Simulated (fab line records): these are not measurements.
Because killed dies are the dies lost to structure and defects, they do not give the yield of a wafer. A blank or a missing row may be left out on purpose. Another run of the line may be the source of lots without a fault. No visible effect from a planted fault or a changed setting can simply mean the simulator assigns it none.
Check for tools in common :: flow gf180mcu :: Sample size 12 lots and 36 wafers

## WHY THIS WAS OPENED
At GF_VT_IMPLANT_TW_MEAS_10 the reading VT_IMPLANT_TW is flagged on 2 of 12 lots. Wafers without a fault read 562, standard deviation 3.5.
Rule: flag the lot when none of its wafers has a number, or when each of its wafers that has one lies beyond 4 standard deviations from that mean. The other lots count as sound.

lot: L530
measured: day 6 17:27
on: film-metro-04
VT_IMPLANT_TW, wafer by wafer: 561 563 562
flag: 

lot: L531
measured: day 7 00:07
on: film-metro-02
VT_IMPLANT_TW, wafer by wafer: 568 561 565
flag: 

lot: L533
measured: day 7 11:34
on: film-metro-03
VT_IMPLANT_TW, wafer by wafer: 565 563 567
flag: 

lot: L534
measured: day 7 17:06
on: film-metro-04
VT_IMPLANT_TW, wafer by wafer: 590 590 594
flag: FLAGGED

lot: L535
measured: day 7 22:52
on: film-metro-03
VT_IMPLANT_TW, wafer by wafer: 597 600 601
flag: FLAGGED

lot: L541
measured: day 9 10:16
on: film-metro-03
VT_IMPLANT_TW, wafer by wafer: 563 561 566
flag: 

lot: L542
measured: day 9 15:56
on: film-metro-02
VT_IMPLANT_TW, wafer by wafer: 564 568 567
flag: 

lot: L544
measured: day 10 07:26
on: film-metro-02
VT_IMPLANT_TW, wafer by wafer: 556 555 560
flag: 

lot: L545
measured: day 10 13:02
on: film-metro-02
VT_IMPLANT_TW, wafer by wafer: 560 559 556
flag: 

lot: L546
measured: day 10 19:27
on: film-metro-02
VT_IMPLANT_TW, wafer by wafer: 558 557 559
flag: 

lot: L547
measured: day 11 02:32
on: film-metro-04
VT_IMPLANT_TW, wafer by wafer: 560 560 560
flag: 

lot: L548
measured: day 11 05:51
on: film-metro-02
VT_IMPLANT_TW, wafer by wafer: 558 558 559
flag: 
Average over the flagged lots: 595; offset from the usual +33, equal to +10 standard deviations.

## WHICH TOOL RAN EACH LOT
Before the reading, the record contains 2 process steps out of a 602-step route. In each cell: the tool, then ch and the chambers that the sampled wafers went through, then the start.
lot: L530
flag: 
GF_STI_ETCH_14: rie-si-02 ch 0,1,3, day 2 22:42
GF_VT_IMPLANT_IMPLANT_08: implanter-02 ch 0, day 6 17:12

lot: L531
flag: 
GF_STI_ETCH_14: rie-si-01 ch 0,2, day 3 04:31
GF_VT_IMPLANT_IMPLANT_08: implanter-02 ch 0, day 6 23:54

lot: L533
flag: 
GF_STI_ETCH_14: rie-si-01 ch 0,1,3, day 3 13:54
GF_VT_IMPLANT_IMPLANT_08: implanter-04 ch 0, day 7 11:20

lot: L534
flag: FLAGGED
GF_STI_ETCH_14: rie-si-01 ch 0,1,2, day 3 18:36
GF_VT_IMPLANT_IMPLANT_08: implanter-02 ch 0, day 7 16:51

lot: L535
flag: FLAGGED
GF_STI_ETCH_14: rie-si-02 ch 0,1,3, day 4 00:27
GF_VT_IMPLANT_IMPLANT_08: implanter-02 ch 0, day 7 22:38

lot: L541
flag: 
GF_STI_ETCH_14: rie-si-01 ch 0,1, day 5 06:57
GF_VT_IMPLANT_IMPLANT_08: implanter-04 ch 0, day 9 10:02

lot: L542
flag: 
GF_STI_ETCH_14: rie-si-02 ch 0,2,3, day 5 11:37
GF_VT_IMPLANT_IMPLANT_08: implanter-01 ch 0, day 9 15:41

lot: L544
flag: 
GF_STI_ETCH_14: rie-si-02 ch 0,1,2, day 5 22:22
GF_VT_IMPLANT_IMPLANT_08: implanter-01 ch 0, day 10 07:11

lot: L545
flag: 
GF_STI_ETCH_14: rie-si-01 ch 0,2,3, day 6 03:24
GF_VT_IMPLANT_IMPLANT_08: implanter-01 ch 0, day 10 12:47

lot: L546
flag: 
GF_STI_ETCH_14: rie-si-01 ch 0,1,2, day 6 09:37
GF_VT_IMPLANT_IMPLANT_08: implanter-04 ch 0, day 10 19:12

lot: L547
flag: 
GF_STI_ETCH_14: rie-si-01 ch 1,2,3, day 6 14:58
GF_VT_IMPLANT_IMPLANT_08: implanter-01 ch 0, day 11 02:17

lot: L548
flag: 
GF_STI_ETCH_14: rie-si-01 ch 2,3, day 6 18:48
GF_VT_IMPLANT_IMPLANT_08: implanter-01 ch 0, day 11 05:37
What these steps do:
- GF_STI_ETCH_14: etches Si in HBr/Cl2/O2, target depth 360 nm, time 102.9 s.
- GF_VT_IMPLANT_IMPLANT_08
- GF_VT_IMPLANT_TW_MEAS_10

## FLAGGED OVER TOTAL, TOOL BY TOOL (the gauges that took the reading come last)
step: GF_STI_ETCH_14
tool: rie-si-01
lots run: 8
flagged: 1
share of the flagged lots: some
sound lots run after its first flagged lot: 5 (L541,L545,L546,L547,L548)

step: GF_STI_ETCH_14
tool: rie-si-02
lots run: 4
flagged: 1
share of the flagged lots: some
sound lots run after its first flagged lot: 2 (L542,L544)

step: GF_VT_IMPLANT_IMPLANT_08
tool: implanter-01
lots run: 5
flagged: 0
share of the flagged lots: none
sound lots run after its first flagged lot: -

step: GF_VT_IMPLANT_IMPLANT_08
tool: implanter-02
lots run: 4
flagged: 2
share of the flagged lots: all
sound lots run after its first flagged lot: 0

step: GF_VT_IMPLANT_IMPLANT_08
tool: implanter-04
lots run: 3
flagged: 0
share of the flagged lots: none
sound lots run after its first flagged lot: -

step: GF_VT_IMPLANT_TW_MEAS_10
tool: film-metro-02
lots run: 6
flagged: 0
share of the flagged lots: none
sound lots run after its first flagged lot: -

step: GF_VT_IMPLANT_TW_MEAS_10
tool: film-metro-03
lots run: 3
flagged: 1
share of the flagged lots: some
sound lots run after its first flagged lot: 1 (L541)

step: GF_VT_IMPLANT_TW_MEAS_10
tool: film-metro-04
lots run: 3
flagged: 1
share of the flagged lots: some
sound lots run after its first flagged lot: 1 (L547)

## WHAT THE TABLE ALLOWS
All flagged lots share 1 row of the table, namely implanter-02 at GF_VT_IMPLANT_IMPLANT_08.
- implanter-02 at GF_VT_IMPLANT_IMPLANT_08 ran 4 lots, 2 of them flagged. Its last sound lot is L531 (day 6 23:54), its first flagged lot L534 (day 7 16:51): a fault that began between those two fits. Its own readings (dose-ions-cm2, faraday-current-uA) fall more than 4 standard deviations out on all wafers of the flagged lots.
One tool is left: implanter-02 at GF_VT_IMPLANT_IMPLANT_08.

## WHAT THE SIMULATOR HAD INSERTED
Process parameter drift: implanter-02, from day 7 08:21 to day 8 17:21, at GF_VT_IMPLANT_IMPLANT_08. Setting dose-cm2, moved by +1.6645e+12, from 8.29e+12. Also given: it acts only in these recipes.
Struck lots among those shown: L534, L535. The same result came from the rule above.
